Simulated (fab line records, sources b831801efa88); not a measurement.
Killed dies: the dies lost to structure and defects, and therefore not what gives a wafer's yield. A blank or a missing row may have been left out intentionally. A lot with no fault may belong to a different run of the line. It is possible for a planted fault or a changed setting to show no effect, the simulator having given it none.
Problem report in the 8D (eight disciplines) form, filled by code    flow gf180mcu    the parts of the form that need people (team, actions taken, sign-off) are left out

== 1. THE ISSUE ==
V1_CVD_02_THK at GF_V1_THK_MEAS_03 reads a mean of 948 nm on 2 wafers of 2 lots; wafers without a fault read 855 nm with a standard deviation of 12. That is +7.8 standard deviations from the usual mean.
Earliest sighting: wafer L706.5 on film_metro-01 at day 21 19:30. At this step, 33 wafers from 11 lots have a number in the record. Rule for "out" (also "out of limits"): further than 4 standard deviations from the usual mean. All remaining wafers that have a number are taken as sound.

== 2. WHAT IT IS AND WHAT IT IS NOT ==
question                     is                 is not
which readings at this step  V1_CVD_02_THK      -
which lots                   L706, L707         L697, L698, L699, L700, L703, L708, L714, L715, L716
which wafers of those lots   L706.5, L707.5     L706.1, L706.6, L707.1, L707.6
read on which gauges         film_metro-01      film_metro-02, film_metro-04
when                         from day 21 19:30  up to then (17 sound wafers); but 14 sound wafers of L707, L708, L714, L715, L716 came after

== 3. WHAT RULES OUT EACH SUSPECT ==
Counting: a tool at a process step up to the reading stays a suspect if it ran every lot that is out. Sound lots after the first of them don't rule it out here, since some wafers of a struck lot are sound.
- the gauge at GF_V1_THK_MEAS_03: ruled out. All the wafers that are out were read on film_metro-01, but those of them that GF_V1_CVD_02 has rows for are out there too, on other tools.
- pecvd-04 at GF_V1_CVD_02 (deposits SiO2 from TEOS, target thk 850 nm, time 94.851 s): kept. It ran every lot that is out, first L706 (day 21 19:26); its last sound lot up to then is L699 (day 18 18:56). On those wafers its own readings are out: rf_fwd_power_W.
- In pecvd-04 at GF_V1_CVD_02, the wafers that are out were processed in chamber 2 and their sound lot-mates in chambers 0, 1.
Left after counting: pecvd-04 at GF_V1_CVD_02.

== 4. THE CAUSE (what the simulator had put in) ==
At GF_V1_CVD_02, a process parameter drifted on pecvd-04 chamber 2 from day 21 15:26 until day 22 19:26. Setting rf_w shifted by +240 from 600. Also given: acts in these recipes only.
After counting, this tool was the only one left.

== 5. THE EFFECT CHAIN, in route order ==
One row per reading whose mean, taken over the struck wafers that have a number, lies over 3 standard deviations from the usual. Readings are gone through only where the record gives a usual standard deviation; hours: the median, over the lots, of the time from a lot's start at the first step in this table giving one to that lot's start at this step; sigmas: the change measured in usual standard deviations.
hours  step               reading             usual    on struck wafers  change  sigmas
0      GF_V1_CVD_02       rf_fwd_power_W      596.6 W  839.8             +243.2  +99 or more
0      GF_V1_THK_MEAS_03  V1_CVD_02_THK       855 nm   948               +93     +7.8
0      GF_V1_CMP_04       time_to_endpoint_s  82 s     115               +33     +6.6
It contains these process steps:
- GF_V1_CVD_02: deposits SiO2 from TEOS, target thk 850 nm, time 94.851 s.
- GF_V1_CMP_04: polishes SiO2.

== 6. HOW IT WOULD HAVE BEEN CAUGHT EARLIER ==
In this record the first reading out of limits at a measuring or inspecting step was taken at day 21 19:30, 4 hours after the fault began at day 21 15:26.
The tool's own readings at GF_V1_CVD_02 were out on every struck wafer that the step has a row for (rf_fwd_power_W): an alarm limit on them would have fired on the first of those.
Of the lots that are out (2), L707 began GF_V1_CVD_02 on pecvd-04 after day 21 19:30. Had the tool been put on hold then, it would have been spared.
